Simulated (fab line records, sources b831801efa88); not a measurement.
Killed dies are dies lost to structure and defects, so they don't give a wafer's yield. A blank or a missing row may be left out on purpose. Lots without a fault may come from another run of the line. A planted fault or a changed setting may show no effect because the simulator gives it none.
Which tool did it? | flow sky130 | 12 lots, 35 wafers sampled, at 3 steps of a route of 708

WHAT THE GAUGES READ, wafer by wafer
SKY_VIA1_BOW_MEAS_03. Usual: VIA1_BOW 80 um, standard deviation 6.2.
lot  | measured     | on            | VIA1_BOW (um) | flag
L405 | day 33 03:39 | film_metro-01 | 74 79 81      |
L406 | day 33 11:47 | film_metro-02 | 73 82 86      |
L407 | day 33 21:55 | film_metro-04 | 74 73 77      |
L408 | day 34 14:23 | film_metro-01 | 85 67 74      |
L409 | day 35 16:11 | film_metro-02 | 71 81 76      |
L410 | day 35 19:46 | film_metro-01 | 79 97 83      |
L413 | day 36 06:32 | film_metro-02 | 69 83 99      |
L414 | day 36 13:38 | film_metro-02 | 79 83 86      |
L415 | day 36 22:27 | film_metro-04 | 76 67 92      |
L416 | day 36 23:43 | film_metro-02 | 89 77 79      |
L420 | day 38 08:08 | film_metro-01 | 91 73         |
L426 | day 39 18:35 | film_metro-02 | 82 90 75      |

SKY_METAL2_OVL_MEAS_16. Usual: METAL2_OVL 1 nm, standard deviation 6.7.
lot  | measured     | on         | METAL2_OVL (nm) | flag
L405 | day 35 10:50 | overlay-01 | 2 -14 -1        |
L406 | day 35 19:06 | overlay-02 | 1 2 -3          |
L407 | day 36 04:03 | overlay-02 | -4 3 -13        |
L408 | day 36 20:29 | overlay-01 | 0 -1 1          |
L409 | day 37 20:13 | overlay-02 | -6 -3 4         |
L410 | day 38 01:23 | overlay-02 | 8 -2 3          |
L413 | day 38 10:19 | overlay-01 | 18 2 12         |
L414 | day 38 19:08 | overlay-02 | 15 0 5          |
L415 | day 39 03:38 | overlay-02 | 3 -6 -4         |
L416 | day 39 04:46 | overlay-01 | -4 -5 -8        |
L420 | day 40 11:25 | overlay-01 | 4 -2            |
L426 | day 41 21:01 | overlay-01 | -2 -2 -1        |

WHICH TOOL RAN EACH LOT (tool, then ch and the chambers of the sampled wafers, then the start)
lot  | SKY_METAL1_METAL_ETCH_19
L405 | rie_metal-01 ch 0,1, day 33 02:24
L406 | rie_metal-03 ch 0,1, day 33 10:30
L407 | rie_metal-02 ch 0,1, day 33 20:16
L408 | rie_metal-02 ch 0,1, day 34 12:43
L409 | rie_metal-01 ch 0,1, day 35 15:00
L410 | rie_metal-02 ch 1, day 35 18:31
L413 | rie_metal-02 ch 1, day 36 05:15
L414 | rie_metal-03 ch 0,1, day 36 12:28
L415 | rie_metal-01 ch 0,1, day 36 21:08
L416 | rie_metal-02 ch 0,1, day 36 22:19
L420 | rie_metal-01 ch 0,1, day 38 06:25
L426 | rie_metal-03 ch 1, day 39 17:26
- SKY_METAL1_METAL_ETCH_19: etches the open film in Cl2/BCl3, stops on SiO2, target depth 360 nm, time 78 s.

WHAT THE TOOLS THEMSELVES READ (means of the sampled wafers that have a number; where no wafer has one, the mark that the record gives instead)
SKY_METAL1_METAL_ETCH_19. Usual: drypump_motor_current_A 5.7 A, standard deviation 0.43; mfc_cl2_sccm 60.03 sccm, standard deviation 0.2; oes_product_au 0.855 a.u., standard deviation 0.0058; throttle_valve_pct 22.265 %, standard deviation 0.0097.
lot  | tool         | drypump_motor_current_A (A) | mfc_cl2_sccm (sccm) | oes_product_au (a.u.) | throttle_valve_pct (%) | flag
L405 | rie_metal-01 | 5.2                         | 59.91               | 0.862                 | 22.262                 |
L406 | rie_metal-03 | 5.6                         | 60.35               | 0.849                 | 22.267                 |
L407 | rie_metal-02 | 6.1                         | 59.94               | 0.855                 | 22.266                 |
L408 | rie_metal-02 | 6.1                         | 60.27               | 0.855                 | 22.264                 |
L409 | rie_metal-01 | 5.5                         | 59.82               | 0.854                 | 22.269                 |
L410 | rie_metal-02 | 6.1                         | 59.98               | 0.848                 | 22.257                 |
L413 | rie_metal-02 | 6.1                         | 59.85               | 0.852                 | 22.271                 |
L414 | rie_metal-03 | 5.7                         | 59.96               | 0.853                 | 22.260                 |
L415 | rie_metal-01 | 5.2                         | 60.09               | 0.850                 | 22.260                 |
L416 | rie_metal-02 | 6.1                         | 59.93               | 0.857                 | 22.273                 |
L420 | rie_metal-01 | 5.3                         | 60.19               | 0.857                 | 22.255                 |
L426 | rie_metal-03 | 5.4                         | 60.09               | 0.855                 | 22.271                 |

THE ANSWER, worked out from the rows above alone
Rule: a lot is off if the mean of its wafers that have a number lies more than 3 standard deviations from the usual mean. A lot without any number at a reading at which 4 lots or more have one is off too. The other lots that the step has rows for count as sound. The gauges are gone through in route order, then the tools' own readings, and for those a lot's mean is taken as printed above. The first step at which some lot is off is used, and at that step the reading that is off furthest; a lot without a number counts as furthest.
No lot is off at any reading shown: from this, nothing can be told.

WHAT THE SIMULATOR HAD PUT IN
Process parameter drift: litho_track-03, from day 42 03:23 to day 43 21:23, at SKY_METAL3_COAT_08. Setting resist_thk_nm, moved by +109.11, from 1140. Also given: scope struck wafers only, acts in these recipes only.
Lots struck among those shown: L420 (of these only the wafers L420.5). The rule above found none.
